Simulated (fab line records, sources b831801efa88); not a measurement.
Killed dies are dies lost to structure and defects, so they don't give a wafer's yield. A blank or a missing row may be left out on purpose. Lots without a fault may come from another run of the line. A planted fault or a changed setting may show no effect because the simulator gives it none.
fab line records | flow sky130
record lots=6 wafers=18 last_day=52
route steps=708 shown VT_ADJUST_LVTN@109 VT_ADJUST_NCORE@119 PAD_OPEN@708
lots that met no fault: from a run of the same line without faults
start_h: hours from the record's first day to the start of the lot's first wafer shown | wait_h: hours since the lot's step before | " the same as in the row above | L1.1+2: a row that stands for several wafers | - no value, or no start given | * or withheld: withheld | < > ~ a bound
route shown NAME@n: a module of which the file shows steps, and the number in the route of the first | usual: mean/standard deviation of fault-free wafers | same: alike in all rows | chamber/n: place in a boat | sites: the reading at each site | _std_site: their standard deviation | _edge_site: outer sites' mean less inner sites' | radius_mm: how far each site lies from the wafer's centre | mask NAME#n: copy n | behind: the tool/chamber that last shaped the wafer | hold: why the lot was held/for how many hours/how that ended | device: the transistor (n, p or np) that didn't switch | end of line: the same wafers' tests at the end of the route | a step without rows: its recipe alone | killed: dies lost to structure and defects at the first sort, not the wafer's yield | map: a wafer's dies, x killed, . not, _ none there
set.NAME: the setting as run; set.NAME@STEP: as run at that earlier step | model.NAME: the simulator's own value behind a step, which no gauge read
lots at some steps of the route; a table a step, a row a wafer
services: from which hour (start_h, from the record's first day; less than 0 if before it) a tool's chamber was out of use, for how many hours, and why
## steps
# step SKY_VT_ADJUST_LVTN_HMDS_12
# recipe prime_time_s=60 prime_temp_c=120
# step SKY_VT_ADJUST_LVTN_COAT_13
# recipe resist=NOVOLAK spin_rpm=3000 resist_thk_nm=1140
# step SKY_VT_ADJUST_LVTN_SOFTBAKE_14
# recipe temp_c=90 time_s=60 resist=NOVOLAK
# step SKY_VT_ADJUST_LVTN_EXPOSE_15
# recipe mask_id=HVN_STD_DERIVED na=0.6 source_shape=conventional sigma_outer=0.6 polarization=unpolarized target_cd_nm=600 dose_mj=163
# step SKY_VT_ADJUST_LVTN_PEB_16
# recipe temp_c=withheld time_s=* resist=NOVOLAK
# step SKY_VT_ADJUST_LVTN_DEVELOP_17
# recipe resist=NOVOLAK developer=TMAH develop_time_s=60 dev_temp_c=23
# step SKY_VT_ADJUST_LVTN_OVL_MEAS_18
# usual VT_ADJUST_LVTN_01_OVL=-0.4/1.5
# columns lot.wafer tool chamber start_h wait_h VT_ADJUST_LVTN_01_OVL[nm]
L431.2 overlay-02 - 186.80 0.1 0.3
L431.3 " - " " -0.6
L431.6 " - " " -0.3
L432.1 overlay-01 - 193.50 0.1 -3.2
L432.3 " - " " -2.3
L432.6 " - " " -2.0
L439.1 overlay-02 - 204.50 0.1 0.7
L439.3 " - " " 0.9
L439.5 " - " " -0.3
L442.1 overlay-02 - 205.92 0.1 -0.1
L442.3 " - " " -2.4
L442.5 " - " " -0.4
L443.1 overlay-01 - 207.00 0.1 1.3
L443.2 " - " " 2.1
L443.4 " - " " 0.3
L447.1 overlay-01 - 343.95 0.1 1.0
L447.2 " - " " 2.1
L447.6 " - " " 2.1
# step SKY_VT_ADJUST_LVTN_IMPLANT_19
# recipe species=B energy_kev=30 dose_cm2=6.5e+11 tilt_deg=withheld
# step SKY_VT_ADJUST_LVTN_STRIP_20
# recipe chemistry=O2/N2 power_w=1400 pressure_mtorr=1500 platen_temp_c=withheld o2_flow_sccm=3000 n2_flow_sccm=300 overash_fraction=0.5
# usual drypump_motor_current_A=5.55/0.27 oes_product_au=0.715/0.0048 strip_time_to_endpoint_s=14.20/0.041
# columns lot.wafer tool chamber start_h wait_h drypump_motor_current_A oes_product_au rf_hours_counter_h strip_time_to_endpoint_s
L431.2 plasma_asher-03 1 186.98 0.1 5.17 0.713 33 14.22
L431.3 " 1 " " 5.17 0.712 - 14.23
L431.6 " 1 " " 5.16 0.724 - 14.22
L432.1 plasma_asher-01 1 193.68 0.1 5.78 0.712 48 14.20
L432.3 " 0 " " 5.91 0.715 - 14.19
L432.6 " 1 " " 5.77 0.719 - 14.21
L439.1 plasma_asher-02 1 204.68 0.1 5.78 0.716 51 14.24
L439.3 " 0 " " 5.82 0.718 - 14.22
L439.5 " 0 " " 5.81 0.717 - 14.17
L442.1 plasma_asher-03 0 206.11 0.1 5.46 0.722 36 14.11
L442.3 " 0 " " 5.44 0.706 - 14.17
L442.5 " 1 " " 5.19 0.725 - 14.13
L443.1 plasma_asher-02 1 207.18 0.1 5.79 0.715 52 14.17
L443.2 " 0 " " 5.78 0.728 52 14.22
L443.4 " 1 " " 5.80 0.714 - 14.17
L447.1 plasma_asher-02 1 344.13 0.1 5.78 0.720 65 14.16
L447.2 " 0 " " 5.79 0.718 65 14.13
L447.6 " 0 " " 5.80 0.713 - 14.20
# step SKY_VT_ADJUST_LVTN_TW_MEAS_21
# usual VT_ADJUST_LVTN_2_TW=185.8/1.1
# columns lot.wafer tool chamber start_h wait_h VT_ADJUST_LVTN_2_TW
L431.2 film_metro-03 - 187.09 0.1 186.6
L431.3 " - " " 186.4
L431.6 " - " " 186.7
L432.1 film_metro-01 - 193.78 0.1 186.2
L432.3 " - " " 184.0
L432.6 " - " " 184.9
L439.1 film_metro-01 - 204.78 0.1 184.0
L439.3 " - " " 184.6
L439.5 " - " " 184.7
L442.1 film_metro-01 - 206.21 0.1 186.0
L442.3 " - " " 184.3
L442.5 " - " " 185.0
L443.1 film_metro-03 - 207.28 0.1 187.0
L443.2 " - " " 185.9
L443.4 " - " " 187.3
L447.1 film_metro-01 - 344.23 0.1 186.0
L447.2 " - " " 185.1
L447.6 " - " " 185.0
# step SKY_VT_ADJUST_NCORE_DEHYDRATE_00
# recipe temp_c=200 time_s=60
# step SKY_VT_ADJUST_NCORE_HMDS_01
# recipe prime_time_s=60 prime_temp_c=120
# step SKY_VT_ADJUST_NCORE_COAT_02
# recipe resist=NOVOLAK spin_rpm=3000 resist_thk_nm=1140
# columns lot.wafer tool chamber start_h wait_h model.NOVOLAK_of_VT_ADJUST_NCORE_COAT_02.thk_nm
L431.2 litho_track-01 0 197.97 0.1 1144
L431.3 " 0 " " 1146
L431.6 " 0 " " 1145
L432.1 litho_track-03 0 204.07 0.1 1142
L432.3+6 " 0 " " 1139
L439.1+3 litho_track-03 0 215.12 0.1 1195
L439.5 " 0 " " 1191
L442.1 litho_track-03 0 216.67 0.1 1184
L442.3 " 0 " " 1182
L442.5 " 0 " " 1183
L443.1 litho_track-04 0 218.57 0.1 1139
L443.2+4 " 0 " " 1136
L447.1+6 litho_track-03 0 357.77 0.1 1143
L447.2 " 0 " " 1142
# step SKY_VT_ADJUST_NCORE_SOFTBAKE_03
# recipe temp_c=90 time_s=60 resist=NOVOLAK
# step SKY_VT_ADJUST_NCORE_EXPOSE_04
# recipe mask_id=LVTN_COMPLEMENT_THIN na=0.6 source_shape=conventional sigma_outer=0.6 polarization=unpolarized target_cd_nm=380 dose_mj=139
# step SKY_VT_ADJUST_NCORE_PEB_05
# recipe temp_c=withheld time_s=* resist=NOVOLAK
# step SKY_VT_ADJUST_NCORE_DEVELOP_06
# recipe resist=NOVOLAK developer=TMAH develop_time_s=60 dev_temp_c=23
# usual developer_temp_C=22.99/0.12
# columns lot.wafer tool chamber start_h wait_h developer_temp_C model.NOVOLAK_of_VT_ADJUST_NCORE_COAT_02.thk_nm
L431.2 litho_track-03 0 208.95 0.1 23.06 1144
L431.3 " 0 " " 22.97 1146
L431.6 " 0 " " 23.09 1144
L432.1 litho_track-03 0 214.67 0.1 23.05 1141
L432.3 " 0 " " 22.95 1138
L432.6 " 0 " " 23.00 1139
L439.1 litho_track-01 0 226.15 0.1 23.04 1195
L439.3 " 0 " " 23.04 1195
L439.5 " 0 " " 23.07 1190
L442.1 litho_track-04 0 227.22 0.1 23.10 1184
L442.3 " 0 " " 23.11 1182
L442.5 " 0 " " 22.97 1183
L443.1 litho_track-04 0 229.27 0.1 23.04 1138
L443.2 " 0 " " 23.02 1136
L443.4 " 0 " " 22.87 1136
L447.1 litho_track-04 0 371.97 0.1 22.98 1142
L447.2 " 0 " " 23.00 1142
L447.6 " 0 " " 22.88 1143
# step SKY_VT_ADJUST_NCORE_CD_MEAS_07
# recipe target_cd_nm=380
# usual cd_nm=379.8/2.7
# columns lot.wafer tool chamber start_h wait_h cd_nm
L431.2 cd_sem-01 - 209.09 0.1 380.2
L431.3 " - " " 381.6
L431.6 " - " " 383.8
L432.1 cd_sem-01 - 214.82 0.1 376.5
L432.3 " - " " 378.2
L432.6 " - " " 378.0
L439.1 cd_sem-01 - 226.30 0.1 375.6
L439.3 " - " " 374.9
L439.5 " - " " 376.6
L442.1 cd_sem-01 - 227.49 0.2 372.7
L442.3 " - " " 375.7
L442.5 " - " " 375.0
L443.1 cd_sem-01 - 229.42 0.1 380.5
L443.2 " - " " 380.3
L443.4 " - " " 383.6
L447.1 cd_sem-01 - 372.12 0.1 381.1
L447.2 " - " " 380.1
L447.6 " - " " 379.8
# step SKY_VT_ADJUST_NCORE_OVL_MEAS_08
# usual VT_ADJUST_NCORE_OVL=0.7/1.3
# columns lot.wafer tool chamber start_h wait_h VT_ADJUST_NCORE_OVL[nm]
L431.2 overlay-01 - 209.20 0.1 0.1
L431.3 " - " " 0.5
L431.6 " - " " -0.4
L432.1 overlay-02 - 214.94 0.1 -0.2
L432.3 " - " " -0.2
L432.6 " - " " -1.0
L439.1 overlay-01 - 226.42 0.1 -0.2
L439.3 " - " " -0.9
L439.5 " - " " 0.2
L442.1 overlay-02 - 227.61 0.1 -1.8
L442.3 " - " " -2.7
L442.5 " - " " -0.2
L443.1 overlay-01 - 229.54 0.1 1.7
L443.2 " - " " 1.4
L443.4 " - " " 0.8
L447.1 overlay-01 - 372.24 0.1 1.5
L447.2 " - " " 4.0
L447.6 " - " " 1.8
# step SKY_VT_ADJUST_NCORE_IMPLANT_09
# recipe species=B energy_kev=10 dose_cm2=2.4e+12 tilt_deg=withheld
# step SKY_VT_ADJUST_NCORE_STRIP_10
# recipe chemistry=O2/N2 power_w=1400 pressure_mtorr=1500 platen_temp_c=withheld o2_flow_sccm=3000 n2_flow_sccm=300 overash_fraction=0.5
# usual drypump_motor_current_A=5.60/0.27 oes_product_au=0.715/0.0045 strip_time_to_endpoint_s=14.20/0.042
# columns lot.wafer tool chamber start_h wait_h drypump_motor_current_A oes_product_au rf_hours_counter_h strip_time_to_endpoint_s
L431.2 plasma_asher-04 0 209.38 0.1 5.82 0.717 7 14.22
L431.3 " 0 " " 5.81 0.712 - 14.25
L431.6 " 1 " " 5.80 0.719 - 14.23
L432.1 plasma_asher-03 1 215.13 0.1 5.15 0.723 37 14.20
L432.3 " 0 " " 5.45 0.719 - 14.17
L432.6 " 1 " " 5.17 0.714 - 14.18
L439.1 plasma_asher-03 1 226.60 0.1 5.12 0.721 38 14.79
L439.3 " 1 " " 5.14 0.716 - 14.80
L439.5 " 1 " " 5.11 0.710 - 14.76
L442.1 plasma_asher-01 1 228.03 0.1 5.74 0.717 49 14.67
L442.3 " 0 " " 5.91 0.712 - 14.64
L442.5 " 1 " " 5.72 0.718 - 14.66
L443.1 plasma_asher-03 1 229.72 0.1 5.14 0.705 39 14.18
L443.2 " 0 " " 5.46 0.715 39 14.13
L443.4 " 0 " " 5.43 0.716 - 14.12
L447.1 plasma_asher-01 1 372.42 0.1 5.75 0.712 63 14.20
L447.2 " 0 " " 5.92 0.717 63 14.19
L447.6 " 1 " " 5.73 0.716 - 14.22
# step SKY_VT_ADJUST_NCORE_TW_MEAS_11
# usual VT_ADJUST_NCORE_TW=218.0/2.9
# columns lot.wafer tool chamber start_h wait_h VT_ADJUST_NCORE_TW
L431.2 film_metro-01 - 209.49 0.1 216.8
L431.3 " - " " 216.1
L431.6 " - " " 215.5
L432.1 film_metro-04 - 215.23 0.1 218.2
L432.3 " - " " 219.0
L432.6 " - " " 218.8
L439.1 film_metro-04 - 226.70 0.1 218.2
L439.3 " - " " 218.4
L439.5 " - " " 218.9
L442.1 film_metro-01 - 228.13 0.1 216.1
L442.3 " - " " 214.5
L442.5 " - " " 216.1
L443.1 film_metro-04 - 229.82 0.1 218.3
L443.2 " - " " 219.2
L443.4 " - " " 217.9
L447.1 film_metro-01 - 372.52 0.1 215.5
L447.2 " - " " 213.9
L447.6 " - " " 215.3
# step SKY_PAD_OPEN_PROBE_99
# usual killed_at_M0_to_M3=45/6.3 killed_at_M4_up=2.8/1.6 killed_at_contacts=24/5.1 killed_at_front_end=14/4.4 killed_at_other=0.4/0.73 killed_dies=86/9 killed_on_rim=17/3.8 killed_open=47/7.8 killed_short=39/6.6
# same gross_dies=492 killed_at_back_side=0
# columns lot.wafer tool chamber start_h wait_h killed_at_M0_to_M3 killed_at_M4_up killed_at_contacts killed_at_front_end killed_at_other killed_dies killed_on_rim killed_open killed_short
L431.2 prober-02 - 1124.38 0.1 39 3 30 16 1 89 22 45 44
L431.3 prober-02 - 1124.43 0.2 39 3 25 21 0 88 18 52 36
L431.6 prober-02 - 1124.58 0.2 43 2 23 18 0 86 17 43 43
L432.1 prober-01 - 1126.21 0.1 34 2 23 12 0 71 14 39 32
L432.3 prober-01 - 1126.31 0.2 41 4 29 12 0 86 19 43 43
L432.6 prober-01 - 1126.46 0.2 42 2 30 18 0 92 18 48 44
L439.1 prober-01 - 1139.60 0.1 43 2 19 12 0 76 15 40 35
L439.3 prober-01 - 1139.70 0.2 40 1 25 12 0 78 17 39 39
L439.5 prober-01 - 1139.80 0.2 56 4 30 16 0 106 26 66 40
L443.1 prober-01 - 1145.29 0.1 42 4 15 11 0 72 12 42 30
L443.2 prober-01 - 1145.34 0.1 33 3 21 18 0 75 20 39 35
L443.4 prober-01 - 1145.44 0.2 50 1 29 16 0 96 15 50 46
L442.1 prober-01 - 1147.54 0.1 43 3 24 20 2 92 15 53 39
L442.3 prober-01 - 1147.64 0.2 51 3 18 24 1 97 12 43 54
L442.5 prober-01 - 1147.74 0.2 41 2 21 11 0 75 15 38 37
L447.1 prober-02 - 1239.39 0.1 32 2 15 17 1 67 12 30 36
L447.2 prober-02 - 1239.44 0.1 55 0 23 16 1 95 18 52 43
L447.6 prober-02 - 1239.64 0.2 55 3 22 15 1 96 16 48 47
# killed by level:class
L431.2 CONTACT:geometric_particle:open=11 LI_CONTACT:geometric_particle:open=8 VIA1:geometric_particle:open=8 METAL1:geometric_particle:short=8 LI_CONTACT:geometric_particle:short=6 VIA1:geometric_particle:short=5 FIELD_ISO:geometric_particle:short=4 POLY_GATE:geometric_particle:open=4
L431.3 LI_CONTACT:geometric_particle:open=10 POLY_GATE:geometric_particle:open=9 VIA3:geometric_particle:open=8 METAL1:geometric_particle:short=6 LOCAL_INTERCONNECT:geometric_particle:short=5 CONTACT:geometric_particle:open=5 VIA1:geometric_particle:open=5 FIELD_ISO:geometric_particle:short=4
L431.6 LI_CONTACT:geometric_particle:open=10 VIA1:geometric_particle:open=8 POLY_GATE:geometric_particle:short=7 VIA3:geometric_particle:open=7 VIA1:geometric_particle:short=6 VIA2:geometric_particle:open=6 CONTACT:geometric_particle:open=5 METAL1:geometric_particle:short=5
L432.1 VIA1:geometric_particle:open=9 CONTACT:geometric_particle:open=8 LI_CONTACT:geometric_particle:open=8 VIA3:geometric_particle:open=6 CONTACT:geometric_particle:short=5 FIELD_ISO:geometric_particle:short=4 FIELD_ISO:geometric_particle:open=3 METAL1:geometric_particle:short=3
L432.3 VIA1:geometric_particle:short=12 VIA1:geometric_particle:open=10 CONTACT:geometric_particle:open=9 CONTACT:geometric_particle:short=7 LI_CONTACT:geometric_particle:open=6 FIELD_ISO:geometric_particle:open=5 METAL1:geometric_particle:short=4 FIELD_ISO:geometric_particle:short=3
L432.6 CONTACT:geometric_particle:open=12 METAL2:geometric_particle:short=12 LI_CONTACT:geometric_particle:open=7 POLY_GATE:geometric_particle:open=6 POLY_GATE:geometric_particle:short=6 VIA3:geometric_particle:open=5 CONTACT:geometric_particle:short=4 METAL1:geometric_particle:short=4
L439.1 VIA1:geometric_particle:open=9 CONTACT:geometric_particle:open=7 FIELD_ISO:geometric_particle:short=6 VIA2:geometric_particle:open=6 METAL1:geometric_particle:short=5 METAL2:geometric_particle:short=5 FIELD_ISO:geometric_particle:open=4 VIA2:geometric_particle:short=4
L439.3 CONTACT:geometric_particle:open=8 LOCAL_INTERCONNECT:geometric_particle:short=7 VIA1:geometric_particle:short=6 VIA1:geometric_particle:open=6 VIA3:geometric_particle:open=6 VIA2:geometric_particle:open=5 METAL1:geometric_particle:short=4 LI_CONTACT:geometric_particle:open=4
L439.5 CONTACT:geometric_particle:open=15 VIA1:geometric_particle:open=13 VIA2:geometric_particle:open=11 VIA3:geometric_particle:open=9 METAL1:geometric_particle:short=7 LI_CONTACT:geometric_particle:open=6 POLY_GATE:geometric_particle:open=5 METAL2:geometric_particle:short=5
L443.1 VIA1:geometric_particle:open=16 LI_CONTACT:geometric_particle:open=5 FIELD_ISO:geometric_particle:short=4 METAL3:geometric_particle:short=4 LOCAL_INTERCONNECT:geometric_particle:short=4 CONTACT:geometric_particle:open=4 METAL1:geometric_particle:short=4 VIA3:geometric_particle:open=4
L443.2 LI_CONTACT:geometric_particle:open=8 FIELD_ISO:geometric_particle:short=7 VIA3:geometric_particle:open=6 CONTACT:geometric_particle:short=5 VIA2:geometric_particle:open=5 METAL1:geometric_particle:short=4 VIA1:geometric_particle:open=4 FIELD_ISO:geometric_particle:open=3
L443.4 LI_CONTACT:geometric_particle:open=9 CONTACT:geometric_particle:open=9 VIA3:geometric_particle:short=9 METAL2:geometric_particle:short=8 VIA3:geometric_particle:open=7 VIA1:geometric_particle:open=6 VIA2:geometric_particle:open=6 FIELD_ISO:geometric_particle:open=5
L442.1 VIA1:geometric_particle:open=9 POLY_GATE:geometric_particle:open=7 LI_CONTACT:geometric_particle:open=7 CONTACT:geometric_particle:open=7 VIA2:geometric_particle:open=7 LOCAL_INTERCONNECT:geometric_particle:short=5 VIA1:geometric_particle:short=5 METAL1:geometric_particle:short=5
L442.3 METAL1:geometric_particle:short=10 VIA2:geometric_particle:open=9 FIELD_ISO:geometric_particle:short=8 VIA1:geometric_particle:open=6 FIELD_ISO:geometric_particle:open=5 VIA1:geometric_particle:short=5 LI_CONTACT:geometric_particle:open=5 VIA3:geometric_particle:short=5
L442.5 VIA1:geometric_particle:open=11 CONTACT:geometric_particle:open=7 LOCAL_INTERCONNECT:geometric_particle:short=6 VIA2:geometric_particle:short=5 VIA2:geometric_particle:open=5 VIA3:geometric_particle:open=5 FIELD_ISO:geometric_particle:short=4 CONTACT:geometric_particle:short=4
L447.1 FIELD_ISO:geometric_particle:short=6 CONTACT:geometric_particle:open=6 METAL3:geometric_particle:short=6 VIA2:geometric_particle:open=6 METAL2:geometric_particle:short=5 LI_CONTACT:geometric_particle:open=4 VIA3:geometric_particle:open=4 FIELD_ISO:geometric_particle:open=3
L447.2 VIA1:geometric_particle:open=14 VIA2:geometric_particle:open=10 VIA1:geometric_particle:short=8 FIELD_ISO:geometric_particle:open=7 VIA3:geometric_particle:open=7 LI_CONTACT:geometric_particle:open=6 METAL1:geometric_particle:short=6 LOCAL_INTERCONNECT:geometric_particle:short=5
L447.6 VIA3:geometric_particle:open=10 METAL2:geometric_particle:short=8 VIA2:geometric_particle:open=8 FIELD_ISO:geometric_particle:open=6 LI_CONTACT:geometric_particle:open=6 CONTACT:geometric_particle:open=6 VIA1:geometric_particle:short=6 METAL3:geometric_particle:short=5
## services
# columns tool chamber start_h hours kind
plasma_asher-02 - 184.67 1.7 repair
plasma_asher-01 - 195.43 28.1 pm
plasma_asher-04 - 231.20 1.4 repair
plasma_asher-03 - 305.90 2.0 repair
plasma_asher-02 - 306.55 4.2 repair
plasma_asher-04 - 329.49 5.1 repair
## key
first_sign step=SKY_VT_ADJUST_NCORE_CD_MEAS_07 reading=cd_nm direction=down sigmas=1.7 usual=379.8 struck=375.1
effect step=SKY_VT_ADJUST_NCORE_STRIP_10 reading=strip_time_to_endpoint_s direction=up sigmas=12 usual=* struck=*
model_effect step=SKY_VT_ADJUST_NCORE_COAT_02 value=NOVOLAK_of_VT_ADJUST_NCORE_COAT_02.thk_nm without=1144 struck=1188
model_effect step=SKY_VT_ADJUST_NCORE_DEVELOP_06 value=NOVOLAK_of_VT_ADJUST_NCORE_COAT_02.thk_nm without=1144 struck=1188
met_at SKY_VT_ADJUST_NCORE_COAT_02
struck_wafers L439.1,L439.3,L439.5,L442.1,L442.3,L442.5
tester_left_out L439,L442
onset_between 204.07 215.12
fault kind=process_parameter_drift tool=litho_track-03 chamber=- onset_h=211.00 steps=SKY_VT_ADJUST_NCORE_COAT_02 channel=resist_thk_nm offset=43.923 shape=step end_h=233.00 acts_in=these_recipes_only stated=1140
# tester_left_out: of these lots the tester's yield and bins aren't shown, on N5 and GAA mostly nor the transistor test; their killed dies are dies lost to structure and defects alone, not to doping, threshold or leakage, so they don't give the yield
